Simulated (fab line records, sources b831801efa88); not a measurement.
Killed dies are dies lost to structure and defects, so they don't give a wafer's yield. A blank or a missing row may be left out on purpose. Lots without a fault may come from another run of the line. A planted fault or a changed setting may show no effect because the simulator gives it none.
fab line records | flow sky130
record lots=24 wafers=72 last_day=50
route steps=708 shown NWELL@67 VT_ADJUST_PCH@153 SONOS_TUNNEL@161 LDD_P@263
lots that met no fault: from a run of the same line without faults
start_h: hours from the record's first day to the start of the lot's first wafer shown | wait_h: hours since the lot's step before | " the same as in the row above | L1.1+2: a row that stands for several wafers | - no value, or no start given | * or withheld: withheld | < > ~ a bound
route shown NAME@n: a module of which the file shows steps, and the number in the route of the first | usual: mean/standard deviation of fault-free wafers | same: alike in all rows | chamber/n: place in a boat | sites: the reading at each site | _std_site: their standard deviation | _edge_site: outer sites' mean less inner sites' | radius_mm: how far each site lies from the wafer's centre | mask NAME#n: copy n | behind: the tool/chamber that last shaped the wafer | hold: why the lot was held/for how many hours/how that ended | device: the transistor (n, p or np) that didn't switch | end of line: the same wafers' tests at the end of the route | a step without rows: its recipe alone | killed: dies lost to structure and defects at the first sort, not the wafer's yield | map: a wafer's dies, x killed, . not, _ none there
set.NAME: the setting as run; set.NAME@STEP: as run at that earlier step | model.NAME: the simulator's own value behind a step, which no gauge read
steps of the route over a sample of lots; a table a step, a row a wafer
services: from which hour (start_h, from the record's first day; less than 0 if before it) a tool's chamber was out of use, for how many hours, and why
## steps
# step SKY_NWELL_STRIP_14
# recipe chemistry=O2/N2 power_w=1400 pressure_mtorr=1500 platen_temp_c=withheld o2_flow_sccm=3000 n2_flow_sccm=300 overash_fraction=0.5
# usual drypump_motor_current_A=5.8/0.46 n2_flow_sccm=300.0/0.89 oes_product_au=0.722/0.0051 strip_time_to_endpoint_s=36.95/0.092
# columns lot.wafer tool chamber start_h wait_h drypump_motor_current_A n2_flow_sccm oes_product_au rf_hours_counter_h strip_time_to_endpoint_s
L074.1 plasma_asher-03 1 87.41 0.1 6.3 297.6 0.728 27 36.99
L074.3 " 0 " " 6.2 301.8 0.727 - 36.93
L074.5 " 0 " " 6.1 301.7 0.720 - 36.94
L075.2 plasma_asher-03 0 94.06 0.1 6.1 301.7 0.715 28 36.86
L075.3 " 0 " " 6.1 300.4 0.732 - 36.89
L075.6 " 0 " " 6.1 299.8 0.724 - 36.97
L076.1 plasma_asher-03 1 97.81 0.1 6.3 299.6 0.718 28 36.93
L076.2 " 0 " " 6.1 300.1 0.719 28 36.95
L076.6 " 0 " " 6.2 298.9 0.723 - 36.92
L077.1 plasma_asher-01 1 102.31 0.1 5.4 300.5 0.716 44 36.88
L077.2 " 0 " " 4.9 300.1 0.720 44 36.86
L077.5 " 0 " " 5.0 299.6 0.719 - 36.90
L078.1 plasma_asher-04 0 111.25 0.1 6.0 299.1 0.723 40 36.93
L078.2 " 1 " " 5.6 298.9 0.725 40 36.98
L078.3 " 0 " " 6.0 299.4 0.730 - 36.94
L079.1 plasma_asher-04 0 126.31 0.1 6.0 298.8 0.721 42 36.94
L079.2 " 1 " " 5.5 301.1 0.724 42 37.11
L079.6 " 1 " " 5.6 300.3 0.719 - 37.01
L081.3 plasma_asher-03 1 130.13 0.1 6.3 300.6 0.712 - 36.92
L081.4 " 0 " " 6.1 300.4 0.728 - 36.90
L081.6 " 1 " " 6.3 300.6 0.725 - 36.91
L080.3 plasma_asher-04 1 130.49 0.1 5.5 299.8 0.716 - 37.10
L080.4 " 0 " " 6.0 300.6 0.722 - 36.87
L080.5 " 1 " " 5.6 299.7 0.728 - 36.92
L082.1 plasma_asher-04 1 132.36 0.1 5.5 300.3 0.730 43 36.81
L082.2 " 0 " " 6.0 299.6 0.714 43 36.82
L082.3 " 0 " " 6.0 298.9 0.720 - 36.91
L083.1 plasma_asher-03 0 138.30 0.1 6.2 300.9 0.727 33 36.88
L083.3 " 1 " " 6.3 300.7 0.724 - 36.86
L083.6 " 1 " " 6.3 301.9 0.729 - 36.85
L084.2 plasma_asher-03 1 146.40 0.1 6.3 300.6 0.724 33 37.01
L084.5 " 1 " " 6.3 299.5 0.723 - 37.02
L084.6 " 0 " " 6.1 301.5 0.731 - 37.00
L085.1 plasma_asher-03 1 157.80 0.1 6.3 300.3 0.724 35 36.84
L085.5 " 0 " " 6.2 300.3 0.733 - 36.73
L085.6 " 1 " " 6.3 300.3 0.726 - 36.89
L087.1 plasma_asher-03 1 167.26 0.1 6.3 299.6 0.719 36 37.11
L087.3 " 1 " " 6.3 300.3 0.719 - 37.01
L087.4 " 0 " " 6.2 302.3 0.716 - 37.13
L086.2 plasma_asher-01 1 167.55 0.1 5.4 300.6 0.724 3 36.89
L086.4 " 0 " " 4.9 299.2 0.726 - 36.87
L086.5 " 0 " " 5.0 298.2 0.717 - 36.96
L088.2 plasma_asher-03 1 173.10 0.1 6.3 299.4 0.718 36 36.96
L088.3 " 1 " " 6.3 298.9 0.727 - 36.90
L088.6 " 1 " " 6.3 300.7 0.718 - 37.04
L089.1 plasma_asher-03 0 179.75 0.1 6.2 300.1 0.717 37 36.96
L089.2 " 1 " " 6.3 299.6 0.715 37 37.10
L089.5 " 0 " " 6.2 299.2 0.727 - 36.92
L090.2 plasma_asher-01 0 182.85 0.1 4.9 300.9 0.724 4 37.01
L090.3 " 1 " " 5.4 299.6 0.718 - 36.96
L090.4 " 0 " " 4.9 300.8 0.726 - 36.98
L091.1 plasma_asher-03 1 187.71 0.1 6.3 300.9 0.717 38 36.92
L091.2 " 0 " " 6.1 299.9 0.721 38 36.82
L091.5 " 1 " " 6.3 300.4 0.725 - 36.80
L093.3 plasma_asher-01 1 197.14 0.1 5.4 301.5 0.724 - 36.88
L093.5 " 1 " " 5.4 300.4 0.713 - 37.00
L093.6 " 0 " " 4.9 297.9 0.719 - 36.99
L092.1 plasma_asher-01 0 198.50 0.1 4.9 299.4 0.731 6 36.87
L092.4 " 1 " " 5.4 299.7 0.720 - 36.98
L092.5 " 1 " " 5.4 300.2 0.718 - 36.99
L094.1 plasma_asher-03 0 204.31 0.1 6.1 300.6 0.709 39 36.93
L094.3 " 0 " " 6.1 298.8 0.726 - 36.89
L094.4 " 1 " " 6.3 300.3 0.720 - 36.85
L095.2 plasma_asher-04 1 210.25 0.1 5.6 300.7 0.713 51 37.04
L095.3 " 1 " " 5.5 300.0 0.726 - 37.13
L095.4 " 0 " " 6.0 300.4 0.723 - 37.19
L096.3 plasma_asher-04 1 214.73 0.1 5.6 299.7 0.724 - 37.02
L096.4 " 0 " " 6.0 300.0 0.732 - 37.14
L096.5 " 0 " " 6.0 299.7 0.723 - 37.05
L097.1 plasma_asher-01 0 219.85 0.1 4.9 300.2 0.728 7 37.12
L097.2 " 1 " " 5.4 300.5 0.722 7 37.02
L097.5 " 1 " " 5.4 300.9 0.723 - 36.94
# step SKY_NWELL_TW_MEAS_15
# usual NWELL_TW=1837/12
# columns lot.wafer tool chamber start_h wait_h NWELL_TW
L074.1 film_metro-04 - 87.51 0.1 1844
L074.3 " - " " 1824
L074.5 " - " " 1842
L075.2 film_metro-03 - 94.17 0.1 1818
L075.3 " - " " 1801
L075.6 " - " " 1809
L076.1 film_metro-04 - 97.91 0.1 1830
L076.2 " - " " 1829
L076.6 " - " " 1841
L077.1 film_metro-01 - 102.41 0.1 1849
L077.2 " - " " 1852
L077.5 " - " " 1850
L078.1 film_metro-03 - 111.35 0.1 1806
L078.2 " - " " 1809
L078.3 " - " " 1808
L079.1 film_metro-01 - 126.41 0.1 1840
L079.2 " - " " 1839
L079.6 " - " " 1833
L081.3 film_metro-04 - 130.22 0.1 1832
L081.4 " - " " 1836
L081.6 " - " " 1834
L080.3 film_metro-01 - 130.58 0.1 1839
L080.4 " - " " 1840
L080.5 " - " " 1826
L082.1 film_metro-01 - 132.46 0.1 1835
L082.2 " - " " 1843
L082.3 " - " " 1836
L083.1 film_metro-01 - 138.40 0.1 1841
L083.3 " - " " 1843
L083.6 " - " " 1841
L084.2 film_metro-04 - 146.51 0.1 1841
L084.5 " - " " 1845
L084.6 " - " " 1837
L085.1 film_metro-03 - 157.90 0.1 1806
L085.5 " - " " 1819
L085.6 " - " " 1821
L087.1 film_metro-01 - 167.36 0.1 1844
L087.3 " - " " 1858
L087.4 " - " " 1848
L086.2 film_metro-01 - 167.66 0.1 1852
L086.4 " - " " 1861
L086.5 " - " " 1850
L088.2 film_metro-04 - 173.21 0.1 1837
L088.3 " - " " 1832
L088.6 " - " " 1850
L089.1 film_metro-04 - 179.85 0.1 1840
L089.2 " - " " 1836
L089.5 " - " " 1846
L090.2 film_metro-04 - 182.96 0.1 1848
L090.3 " - " " 1837
L090.4 " - " " 1833
L091.1 film_metro-04 - 187.81 0.1 1842
L091.2 " - " " 1834
L091.5 " - " " 1838
L093.3 film_metro-01 - 197.23 0.1 1845
L093.5 " - " " 1845
L093.6 " - " " 1839
L092.1 film_metro-04 - 198.60 0.1 1836
L092.4 " - " " 1842
L092.5 " - " " 1842
L094.1 film_metro-04 - 204.41 0.1 1832
L094.3 " - " " 1838
L094.4 " - " " 1829
L095.2 film_metro-04 - 210.36 0.1 1829
L095.3 " - " " 1843
L095.4 " - " " 1831
L096.3 film_metro-04 - 214.82 0.1 1840
L096.4 " - " " 1841
L096.5 " - " " 1848
L097.1 film_metro-01 - 219.95 0.1 1831
L097.2 " - " " 1847
L097.5 " - " " 1855
# step SKY_VT_ADJUST_PCH_TW_MEAS_10
# usual VT_ADJUST_PCH_TW=143.3/1.2
# columns lot.wafer tool chamber start_h wait_h VT_ADJUST_PCH_TW
L074.1 film_metro-03 - 226.86 0.1 143.2
L074.3 " - " " 142.3
L074.5 " - " " 142.2
L075.2 film_metro-02 - 234.77 0.1 144.4
L075.3 " - " " 143.3
L075.6 " - " " 143.4
L076.1 film_metro-01 - 240.16 0.1 144.9
L076.2 " - " " 144.5
L076.6 " - " " 144.5
L077.1 film_metro-03 - 245.99 0.1 141.9
L077.2 " - " " 142.2
L077.5 " - " " 142.7
L078.1 film_metro-02 - 257.35 0.1 145.4
L078.2 " - " " 144.4
L078.3 " - " " 145.1
L079.1 film_metro-03 - 277.89 0.1 142.7
L079.2 " - " " 141.6
L079.6 " - " " 141.7
L081.3 film_metro-02 - 282.63 0.1 143.9
L081.4 " - " " 144.1
L081.6 " - " " 143.9
L080.3 film_metro-03 - 284.38 0.1 142.6
L080.4 " - " " 142.4
L080.5 " - " " 142.5
L082.1 film_metro-03 - 287.40 0.1 142.9
L082.2 " - " " 142.7
L082.3 " - " " 142.8
L083.1 film_metro-03 - 295.76 0.1 142.0
L083.3 " - " " 142.5
L083.6 " - " " 141.9
L084.2 film_metro-03 - 303.91 0.1 141.5
L084.5 " - " " 141.9
L084.6 " - " " 142.2
L085.1 film_metro-01 - 320.96 0.1 145.5
L085.5 " - " " 145.3
L085.6 " - " " 145.3
L087.1 film_metro-03 - 330.00 0.1 142.1
L087.3 " - " " 142.7
L087.4 " - " " 141.6
L086.2 film_metro-03 - 332.67 0.1 142.4
L086.4 " - " " 141.6
L086.5 " - " " 141.9
L088.2 film_metro-01 - 341.06 0.1 145.5
L088.3 " - " " 145.4
L088.6 " - " " 144.5
L089.1 film_metro-02 - 349.56 0.1 145.0
L089.2 " - " " 144.2
L089.5 " - " " 144.7
L090.2 film_metro-01 - 353.67 0.1 145.1
L090.3 " - " " 145.0
L090.4 " - " " 145.4
L091.1 film_metro-03 - 359.51 0.1 142.2
L091.2 " - " " 142.5
L091.5 " - " " 142.3
L093.3 film_metro-03 - 369.66 0.1 142.7
L093.5 " - " " 141.7
L093.6 " - " " 142.1
L092.1 film_metro-01 - 372.89 0.1 144.8
L092.4 " - " " 144.2
L092.5 " - " " 144.6
L094.1 film_metro-03 - 379.06 0.1 142.8
L094.3 " - " " 142.8
L094.4 " - " " 142.7
L095.2 film_metro-03 - 391.20 0.1 143.1
L095.3 " - " " 142.8
L095.4 " - " " 143.0
L096.3 film_metro-03 - 392.36 0.1 141.8
L096.4 " - " " 142.2
L096.5 " - " " 142.7
L097.1 film_metro-02 - 400.99 0.1 143.9
L097.2 " - " " 143.9
L097.5 " - " " 144.0
# step SKY_SONOS_TUNNEL_CD_MEAS_07
# recipe target_cd_nm=410
# usual cd_nm=410.8/2.3
# columns lot.wafer tool chamber start_h wait_h cd_nm
L074.1 cd_sem-02 - 249.37 0.1 408.8
L074.3 " - " " 410.1
L074.5 " - " " 409.0
L075.2 cd_sem-01 - 258.07 0.1 411.3
L075.3 " - " " 411.0
L075.6 " - " " 411.3
L076.1 cd_sem-01 - 263.55 0.1 410.9
L076.2 " - " " 412.2
L076.6 " - " " 411.3
L077.1 cd_sem-02 - 269.80 0.1 414.1
L077.2 " - " " 414.1
L077.5 " - " " 413.5
L078.1 cd_sem-01 - 281.72 0.1 408.4
L078.2 " - " " 408.8
L078.3 " - " " 409.2
L079.1 cd_sem-01 - 302.25 0.1 408.9
L079.2 " - " " 405.2
L079.6 " - " " 405.9
L081.3 cd_sem-01 - 308.11 0.1 411.5
L081.4 " - " " 412.6
L081.6 " - " " 412.2
L080.3 cd_sem-01 - 309.64 0.1 411.5
L080.4 " - " " 411.7
L080.5 " - " " 410.9
L082.1 cd_sem-01 - 312.32 0.1 411.4
L082.2 " - " " 409.9
L082.3 " - " " 409.7
L083.1 cd_sem-02 - 321.82 0.1 412.4
L083.3 " - " " 411.1
L083.6 " - " " 410.9
L084.2 cd_sem-02 - 329.38 0.1 409.9
L084.5 " - " " 410.2
L084.6 " - " " 410.1
L085.1 cd_sem-01 - 347.40 0.1 411.8
L085.5 " - " " 410.9
L085.6 " - " " 412.8
L087.1 cd_sem-01 - 356.20 0.1 412.6
L087.3 " - " " 412.4
L087.4 " - " " 413.7
L086.2 cd_sem-01 - 359.78 0.1 414.7
L086.4 " - " " 414.0
L086.5 " - " " 413.1
L088.2 cd_sem-01 - 368.23 0.1 410.5
L088.3 " - " " 409.3
L088.6 " - " " 411.7
L089.1 cd_sem-02 - 377.15 0.1 415.0
L089.2 " - " " 417.9
L089.5 " - " " 414.3
L090.2 cd_sem-01 - 381.94 0.1 410.4
L090.3 " - " " 412.8
L090.4 " - " " 412.0
L091.1 cd_sem-02 - 387.52 0.1 409.1
L091.2 " - " " 408.4
L091.5 " - " " 408.5
L093.3 cd_sem-02 - 398.16 0.1 409.2
L093.5 " - " " 409.1
L093.6 " - " " 409.0
L092.1 cd_sem-02 - 401.57 0.1 411.6
L092.4 " - " " 411.8
L092.5 " - " " 410.0
L094.1 cd_sem-01 - 408.16 0.1 407.8
L094.3 " - " " 408.6
L094.4 " - " " 410.3
L095.2 cd_sem-02 - 420.69 0.1 406.8
L095.3 " - " " 410.8
L095.4 " - " " 411.1
L096.3 cd_sem-01 - 422.81 0.1 412.6
L096.4 " - " " 412.4
L096.5 " - " " 413.7
L097.1 cd_sem-02 - 431.50 0.1 406.9
L097.2 " - " " 406.5
L097.5 " - " " 406.6
# step SKY_SONOS_TUNNEL_TW_MEAS_12
# usual SONOS_TUNNEL_TW=199.3/1.2
# columns lot.wafer tool chamber start_h wait_h SONOS_TUNNEL_TW
L074.1 film_metro-04 - 249.94 0.0 199.4
L074.3 " - " " 199.3
L074.5 " - " " 199.5
L075.2 film_metro-03 - 258.63 0.0 199.2
L075.3 " - " " 197.2
L075.6 " - " " 197.1
L076.1 film_metro-02 - 264.12 0.0 200.3
L076.2 " - " " 199.5
L076.6 " - " " 200.4
L077.1 film_metro-02 - 270.38 0.0 200.1
L077.2 " - " " 199.5
L077.5 " - " " 200.3
L078.1 film_metro-03 - 282.28 0.0 197.9
L078.2 " - " " 198.3
L078.3 " - " " 199.3
L079.1 film_metro-04 - 302.85 0.0 198.9
L079.2 " - " " 197.9
L079.6 " - " " 198.4
L081.3 film_metro-02 - 308.67 0.0 200.1
L081.4 " - " " 200.0
L081.6 " - " " 201.3
L080.3 film_metro-04 - 310.20 0.0 199.2
L080.4 " - " " 199.6
L080.5 " - " " 199.1
L082.1 film_metro-04 - 312.89 0.0 201.0
L082.2 " - " " 199.8
L082.3 " - " " 200.6
L083.1 film_metro-04 - 322.43 0.0 200.1
L083.3 " - " " 200.1
L083.6 " - " " 199.7
L084.2 film_metro-02 - 329.96 0.0 201.4
L084.5 " - " " 200.7
L084.6 " - " " 199.0
L085.1 film_metro-03 - 347.97 0.0 198.0
L085.5 " - " " 197.6
L085.6 " - " " 198.1
L087.1 film_metro-03 - 356.77 0.0 199.0
L087.3 " - " " 198.2
L087.4 " - " " 197.1
L086.2 film_metro-02 - 360.34 0.0 201.2
L086.4 " - " " 199.1
L086.5 " - " " 199.7
L088.2 film_metro-02 - 368.79 0.0 201.3
L088.3 " - " " 200.3
L088.6 " - " " 200.0
L089.1 film_metro-04 - 377.72 0.0 199.8
L089.2 " - " " 200.1
L089.5 " - " " 200.3
L090.2 film_metro-03 - 382.51 0.0 197.5
L090.3 " - " " 197.3
L090.4 " - " " 197.7
L091.1 film_metro-02 - 388.08 0.0 200.1
L091.2 " - " " 199.8
L091.5 " - " " 199.6
L093.3 film_metro-02 - 398.70 0.0 199.6
L093.5 " - " " 200.3
L093.6 " - " " 199.9
L092.1 film_metro-03 - 402.13 0.0 198.6
L092.4 " - " " 198.2
L092.5 " - " " 197.9
L094.1 film_metro-03 - 408.73 0.0 199.0
L094.3 " - " " 198.5
L094.4 " - " " 199.2
L095.2 film_metro-02 - 421.24 0.0 201.4
L095.3 " - " " 200.0
L095.4 " - " " 201.9
L096.3 film_metro-03 - 423.35 0.0 197.5
L096.4 " - " " 198.5
L096.5 " - " " 197.6
L097.1 film_metro-04 - 432.08 0.0 200.2
L097.2 " - " " 199.4
L097.5 " - " " 198.9
# step SKY_LDD_P_OVL_MEAS_08
# usual LDD_P_OVL=1.8/1.5
# columns lot.wafer tool chamber start_h wait_h LDD_P_OVL[nm]
L074.1 overlay-02 - 437.29 0.1 0.7
L074.3 " - " " -0.1
L074.5 " - " " 1.1
L075.2 overlay-01 - 444.94 0.1 0.0
L075.3 " - " " 0.9
L075.6 " - " " 0.6
L076.1 overlay-01 - 458.79 0.1 3.8
L076.2 " - " " 1.4
L076.6 " - " " 1.3
L077.1 overlay-01 - 458.98 0.1 0.3
L077.2 " - " " 2.4
L077.5 " - " " 1.2
L078.1 overlay-01 - 478.99 0.1 4.0
L078.2 " - " " 4.7
L078.3 " - " " 1.9
L079.1 overlay-02 - 501.24 0.1 3.7
L079.2 " - " " 1.6
L079.6 " - " " 1.6
L080.3 overlay-02 - 505.89 0.1 -0.4
L080.4 " - " " 0.6
L080.5 " - " " 1.3
L081.3 overlay-01 - 507.10 0.1 -0.1
L081.4 " - " " -0.6
L081.6 " - " " 1.5
L082.1 overlay-01 - 514.94 0.1 2.8
L082.2 " - " " 2.5
L082.3 " - " " 3.6
L083.1 overlay-01 - 522.24 0.1 -2.0
L083.3 " - " " -1.2
L083.6 " - " " -1.9
L084.2 overlay-01 - 530.08 0.1 3.5
L084.5 " - " " 4.2
L084.6 " - " " 3.2
L085.1 overlay-01 - 544.78 0.1 2.4
L085.5 " - " " 4.3
L085.6 " - " " 3.4
L087.1 overlay-02 - 555.53 0.1 4.7
L087.3 " - " " 2.9
L087.4 " - " " 2.1
L086.2 overlay-01 - 564.38 0.1 0.4
L086.4 " - " " -1.2
L086.5 " - " " 1.0
L088.2 overlay-01 - 571.85 0.1 -0.4
L088.3 " - " " 2.1
L088.6 " - " " 0.5
L090.2 overlay-02 - 583.24 0.1 0.7
L090.3 " - " " 0.8
L090.4 " - " " 0.2
L089.1 overlay-02 - 584.23 0.1 -0.1
L089.2 " - " " 1.0
L089.5 " - " " 2.8
L091.1 overlay-02 - 588.64 0.1 1.1
L091.2 " - " " 0.0
L091.5 " - " " 3.3
L093.3 overlay-02 - 599.05 0.1 1.9
L093.5 " - " " -0.1
L093.6 " - " " 0.4
L092.1 overlay-01 - 601.34 0.1 0.8
L092.4 " - " " 0.8
L092.5 " - " " 1.1
L094.1 overlay-01 - 607.56 0.1 1.5
L094.3 " - " " 1.2
L094.4 " - " " 1.9
L096.3 overlay-01 - 619.89 0.1 3.2
L096.4 " - " " 2.8
L096.5 " - " " 1.5
L095.2 overlay-02 - 620.69 0.1 1.2
L095.3 " - " " 1.2
L095.4 " - " " 0.0
L097.1 overlay-02 - 629.89 0.1 4.1
L097.2 " - " " 3.1
L097.5 " - " " 2.9
## services
# columns tool chamber start_h hours kind
plasma_asher-01 - 103.84 0.4 repair
plasma_asher-01 - 108.76 9.0 pm
plasma_asher-01 0 108.76 9.0 vent_cycle
plasma_asher-01 1 108.76 9.0 vent_cycle
plasma_asher-01 - 117.76 15.6 pm
plasma_asher-01 0 117.76 - clean
plasma_asher-01 1 117.76 - clean
plasma_asher-01 - 172.23 3.5 repair
plasma_asher-01 - 202.07 3.4 repair
## key
fault none
